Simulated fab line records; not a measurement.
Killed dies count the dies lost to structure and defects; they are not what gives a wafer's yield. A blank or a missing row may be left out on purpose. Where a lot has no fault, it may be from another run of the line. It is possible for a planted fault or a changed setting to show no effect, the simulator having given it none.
Which tool was responsible? :: flow sky130 :: 13 lots, 39 wafers sampled, at 3 steps of a route of 708

WHAT THE GAUGES SHOWED, per wafer
SKY_CAPM_RS_MEAS_03: uses a four-point probe to measure.
lot: L960
measured: day 36 02:52
on: film_metro-04
CAPM_TIN_RS (ohm/sq): 6.97 6.88 6.93

lot: L963
measured: day 37 14:26
on: film_metro-03
CAPM_TIN_RS (ohm/sq): 6.99 6.89 7.01

lot: L964
measured: day 37 15:21
on: film_metro-02
CAPM_TIN_RS (ohm/sq): 6.91 7.08 7.04

lot: L965
measured: day 38 05:44
on: film_metro-03
CAPM_TIN_RS (ohm/sq): 7.05 6.95 6.97

lot: L966
measured: day 38 07:58
on: film_metro-03
CAPM_TIN_RS (ohm/sq): 6.92 6.91 6.83

lot: L969
measured: day 39 08:43
on: film_metro-04
CAPM_TIN_RS (ohm/sq): 6.97 6.92 6.96

lot: L971
measured: day 39 22:10
on: film_metro-02
CAPM_TIN_RS (ohm/sq): 6.85 6.85 6.82

lot: L972
measured: day 40 04:30
on: film_metro-02
CAPM_TIN_RS (ohm/sq): 6.89 6.91 6.94

lot: L973
measured: day 40 09:08
on: film_metro-04
CAPM_TIN_RS (ohm/sq): 6.81 6.84 6.85

lot: L974
measured: day 40 18:16
on: film_metro-02
CAPM_TIN_RS (ohm/sq): 6.88 6.90 6.99

lot: L975
measured: day 41 03:22
on: film_metro-03
CAPM_TIN_RS (ohm/sq): 7.06 7.06 7.07

lot: L978
measured: day 41 14:11
on: film_metro-02
CAPM_TIN_RS (ohm/sq): 6.95 6.85 6.98

lot: L977
measured: day 41 17:13
on: film_metro-04
CAPM_TIN_RS (ohm/sq): 6.97 6.87 6.97

TOOL THAT RAN EACH LOT (tool first, then ch and the chambers of the sampled wafers, then the start)
lot: L960
SKY_LI_CONTACT_DEVELOP_11: litho_track-02 ch 0, day 28 21:00
SKY_METAL3_SPUTTER_01: pvd_sputter-02, day 36 02:30

lot: L963
SKY_LI_CONTACT_DEVELOP_11: litho_track-02 ch 0, day 30 10:00
SKY_METAL3_SPUTTER_01: pvd_sputter-03, day 37 14:05

lot: L964
SKY_LI_CONTACT_DEVELOP_11: litho_track-04 ch 0, day 30 11:00
SKY_METAL3_SPUTTER_01: pvd_sputter-01, day 37 15:02

lot: L965
SKY_LI_CONTACT_DEVELOP_11: litho_track-02 ch 0, day 31 02:00
SKY_METAL3_SPUTTER_01: pvd_sputter-02, day 38 05:25

lot: L966
SKY_LI_CONTACT_DEVELOP_11: litho_track-02 ch 0, day 31 05:00
SKY_METAL3_SPUTTER_01: pvd_sputter-03, day 38 07:37

lot: L969
SKY_LI_CONTACT_DEVELOP_11: litho_track-03 ch 0, day 32 09:00
SKY_METAL3_SPUTTER_01: pvd_sputter-02, day 39 08:22

lot: L971
SKY_LI_CONTACT_DEVELOP_11: litho_track-03 ch 0, day 33 00:00
SKY_METAL3_SPUTTER_01: pvd_sputter-01, day 39 21:50

lot: L972
SKY_LI_CONTACT_DEVELOP_11: litho_track-03 ch 0, day 33 05:00
SKY_METAL3_SPUTTER_01: pvd_sputter-03, day 40 04:10

lot: L973
SKY_LI_CONTACT_DEVELOP_11: litho_track-03 ch 0, day 33 10:00
SKY_METAL3_SPUTTER_01: pvd_sputter-01, day 40 08:47

lot: L974
SKY_LI_CONTACT_DEVELOP_11: litho_track-04 ch 0, day 33 20:00
SKY_METAL3_SPUTTER_01: pvd_sputter-03, day 40 17:57

lot: L975
SKY_LI_CONTACT_DEVELOP_11: litho_track-03 ch 0, day 34 04:00
SKY_METAL3_SPUTTER_01: pvd_sputter-02, day 41 03:01

lot: L978
SKY_LI_CONTACT_DEVELOP_11: litho_track-03 ch 0, day 34 16:00
SKY_METAL3_SPUTTER_01: pvd_sputter-02, day 41 13:52

lot: L977
SKY_LI_CONTACT_DEVELOP_11: litho_track-04 ch 0, day 34 20:00
SKY_METAL3_SPUTTER_01: pvd_sputter-01, day 41 16:53
- SKY_LI_CONTACT_DEVELOP_11: develop time 60.92 s.
- SKY_METAL3_SPUTTER_01: material TiN, target thk 20 nm, time 16.7 s.

WHAT THE TOOLS THEMSELVES READ (means of the sampled wafers that have a number; where no wafer has one, the mark that the record gives instead)
SKY_LI_CONTACT_DEVELOP_11.
lot: L960
tool: litho_track-02
developer_temp_C (C): 21.06

lot: L963
tool: litho_track-02
developer_temp_C (C): 20.85

lot: L964
tool: litho_track-04
developer_temp_C (C): 21.01

lot: L965
tool: litho_track-02
developer_temp_C (C): 21.08

lot: L966
tool: litho_track-02
developer_temp_C (C): 20.98

lot: L969
tool: litho_track-03
developer_temp_C (C): 21.05

lot: L971
tool: litho_track-03
developer_temp_C (C): 21.09

lot: L972
tool: litho_track-03
developer_temp_C (C): 21.10

lot: L973
tool: litho_track-03
developer_temp_C (C): 20.99

lot: L974
tool: litho_track-04
developer_temp_C (C): 21.02

lot: L975
tool: litho_track-03
developer_temp_C (C): 23.35

lot: L978
tool: litho_track-03
developer_temp_C (C): 23.27

lot: L977
tool: litho_track-04
developer_temp_C (C): 21.10

SKY_METAL3_SPUTTER_01.
lot: L960
tool: pvd_sputter-02
throttle_valve_pct (%): 30.7

lot: L963
tool: pvd_sputter-03
throttle_valve_pct (%): 30.7

lot: L964
tool: pvd_sputter-01
throttle_valve_pct (%): 29.9

lot: L965
tool: pvd_sputter-02
throttle_valve_pct (%): 30.6

lot: L966
tool: pvd_sputter-03
throttle_valve_pct (%): 30.4

lot: L969
tool: pvd_sputter-02
throttle_valve_pct (%): 31.1

lot: L971
tool: pvd_sputter-01
throttle_valve_pct (%): 31.0

lot: L972
tool: pvd_sputter-03
throttle_valve_pct (%): 29.9

lot: L973
tool: pvd_sputter-01
throttle_valve_pct (%): 30.5

lot: L974
tool: pvd_sputter-03
throttle_valve_pct (%): 30.4

lot: L975
tool: pvd_sputter-02
throttle_valve_pct (%): 30.4

lot: L978
tool: pvd_sputter-02
throttle_valve_pct (%): 30.6

lot: L977
tool: pvd_sputter-01
throttle_valve_pct (%): 29.9

THE ANSWER, worked out from the rows above alone
Rule: the usual values come from the lots themselves. The widest of any qualifying gaps counts: lots, ordered by their means at a reading, are off when they make up no more than a third of the lots, leave a main group of 4 or more, and stand apart from it by 3 or more times the standard deviation of that group's means. Not used: any main group whose means are identical at the precision the tables above print for the reading. Also off: a lot with no number at a reading for which 4 or more lots have one. The other lots that the step has rows for count as sound. After the gauges, taken in route order, come the tools' own readings; for these a lot's mean is taken, as printed above. At the first step where some lot is off, the reading lying furthest off is the one used; lots without a number count as furthest.
Off: L975, L978 (SKY_LI_CONTACT_DEVELOP_11, developer_temp_C). Main group: mean 21.03 C, sd 0.07.
A tool fits if, at that step or a process step before it, it ran every lot that is off, and no sound lot after the first of them. One candidate fits, namely litho_track-03 at SKY_LI_CONTACT_DEVELOP_11. A fault onset in the window from L973 (day 33 10:00, its last sound lot) to L975 (day 34 04:00, its first lot off) fits.
On the lots that are off, the tool's own readings at SKY_LI_CONTACT_DEVELOP_11 differ by more than 5 times the standard deviation of the sound lots' means, which bears it out; developer_temp_C reads 23.31 C there versus 21.03 C on the sound lots.

WHAT THE SIMULATOR PUT IN
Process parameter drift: litho_track-03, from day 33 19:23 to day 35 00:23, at SKY_LI_CONTACT_DEVELOP_11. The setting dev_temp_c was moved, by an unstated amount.
Shown lots that were struck: L975, L978. The same result came from the rule above.
